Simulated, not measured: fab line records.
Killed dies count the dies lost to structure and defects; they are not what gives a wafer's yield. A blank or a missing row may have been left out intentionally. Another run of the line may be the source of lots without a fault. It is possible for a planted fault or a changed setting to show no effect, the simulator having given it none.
Struck lot and sound lot, side by side -- flow sky130 -- 16 steps out of a route of 708
Sound: the wafers L441.1, L441.4, L441.6. Wafers L451.2, L451.3, L451.6 were the ones struck. Last of all comes the cause.
Each step with rows lists, per side, the tool, then ch with its chambers, then its first start. Under that, the readings that differ: sound wafers -- struck wafers -- difference of the means -- sigmas: that difference in standard deviations of wafers without a fault.
alike: a reading whose means differ by less than 2 such deviations, as well as words and numbers matching on both sides. not compared: withheld readings; readings where some wafer has no value; bounds like >300 that might hide an equal value; numbers whose values overlap and for which the record gives no deviation.
Wherever a step has rows on one side only, a row that says differs or no value, or a row with sigmas, the two part there. When numbers do not overlap yet have no deviation, they are printed without sigmas and do not part them. A reading that every wafer of one side lacks parts them only if that side has two wafers or more.

first, 5 steps without rows for these wafers: SKY_SONOS_TUNNEL_COAT_02 (resist thk 1140 nm); SKY_SONOS_TUNNEL_SOFTBAKE_03 (time 60 s); SKY_SONOS_TUNNEL_EXPOSE_04 (exposes mask TUNM, target cd 410 nm); SKY_SONOS_TUNNEL_PEB_05; SKY_SONOS_TUNNEL_DEVELOP_06 (develop time 60 s).
SKY_SONOS_TUNNEL_CD_MEAS_07 targets a cd of 410 nm.
  struck on cd sem-01, day 14 21:55; sound on cd sem-02, day 11 13:35
  alike: cd nm
SKY_SONOS_TUNNEL_OVL_MEAS_08:
  struck on overlay-02, day 14 22:01; sound on overlay-02, day 11 13:42
  alike: SONOS_TUNNEL_OVL
then, 3 steps without rows for these wafers: SKY_SONOS_TUNNEL_IMPLANT_09; SKY_SONOS_TUNNEL_WET_ETCH_10 (etches SiO2 in dHF, target depth 14 nm, time 280 s); SKY_SONOS_TUNNEL_STRIP_11 (strips in SPM, time 600 s).
SKY_SONOS_TUNNEL_TW_MEAS_12:
  struck on film metro-04, day 14 22:28; sound on film metro-03, day 11 14:10
  alike: SONOS_TUNNEL_TW
then, 1 step without rows for these wafers: SKY_SONOS_TUNNEL_CLEAN_13 (cleans in dHF, time 20 s).
SKY_SONOS_ONO_OXIDATION_00: stabilise 600 s, purge 300 s, target thk 2.6 nm.
  sound on furnace-02 ch 0, day 11 15:13; struck on furnace-01 ch 0, day 14 22:32
reading,sound,struck,difference,sigmas
spike tc centre C (C),798.9 799.6 799.2,809.9 809.3 808.0,+9.8,+11
spike tc lower C (C),801.4 801.3 799.0,808.3 809.7 809.2,+8.5,+8
spike tc top C (C),807.9 807.4 809.8,821.2 820.6 821.1,+12.6,+5
spike tc upper C (C),797.6 797.7 799.6,807.4 807.7 805.6,+8.6,+7
model.SiO2_of_SONOS_ONO_OXIDATION_00.thk nm (nm),2.595 2.616 2.591,2.943 2.977 2.898,+0.339,
SKY_SONOS_ONO_THK_MEAS_01:
  struck on film metro-04, day 14 23:53; sound on film metro-04, day 11 16:34
reading,sound,struck,difference,sigmas
SONOS_ONO_OXIDATION_THK (nm),2.55 2.62 2.54,2.94 3.00 2.88,+0.37,+7
then, 1 step without rows for these wafers: SKY_SONOS_ONO_CVD_02 (deposits Si3N4 from DCS/NH3, target thk 10.5 nm, time 180 s).
-- record jumps: 33 days separate the struck wafers' starts on either side; left off in module SONOS_ONO, taken up again in module PAD_OPEN, whose first shown step is the route's number 708 --
SKY_PAD_OPEN_PROBE_99:
  struck on prober-01, day 48 10:32; sound on prober-01, day 45 20:07
reading,sound,struck,difference,sigmas
killed open,58 57 47,44 44 29,-15,-2
model.etest.sonos erased.drive ua um,155.5 165.3 187.9,141.8 122.4 145.3,-33.1,
model.etest.cap ono.gate log10 a cm2,-8.07 -8.191 -7.896,-8.683 -8.709 -8.664,-0.633,
model.etest.sonos erased.vt v (V),-2.223 -2.201 -2.292,-1.796 -1.719 -1.86,+0.447,
model.etest.cap ono.tox acc nm (nm),12.96 13.02 12.89,13.45 13.5 13.45,+0.51,
model.etest.sonos programmed.vt v (V),1.41 1.404 1.459,1.2 1.186 1.262,-0.2,
model.etest.sonos baked.vt less v (V),-0.4721 -0.4872 -0.5355,-0.3093 -0.3158 -0.3843,+0.1618,
  alike: killed_at_M0_to_M3, killed_at_M4_up, killed at contacts, killed at front end, killed at other, killed dies, killed short

## WHERE THEY PART
Last at SKY_PAD_OPEN_PROBE_99 as far as this record goes, first at SKY_SONOS_ONO_OXIDATION_00.

WHY: what the simulator had put in
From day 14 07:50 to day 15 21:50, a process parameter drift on furnace-01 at SKY_SONOS_ONO_OXIDATION_00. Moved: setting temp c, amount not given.
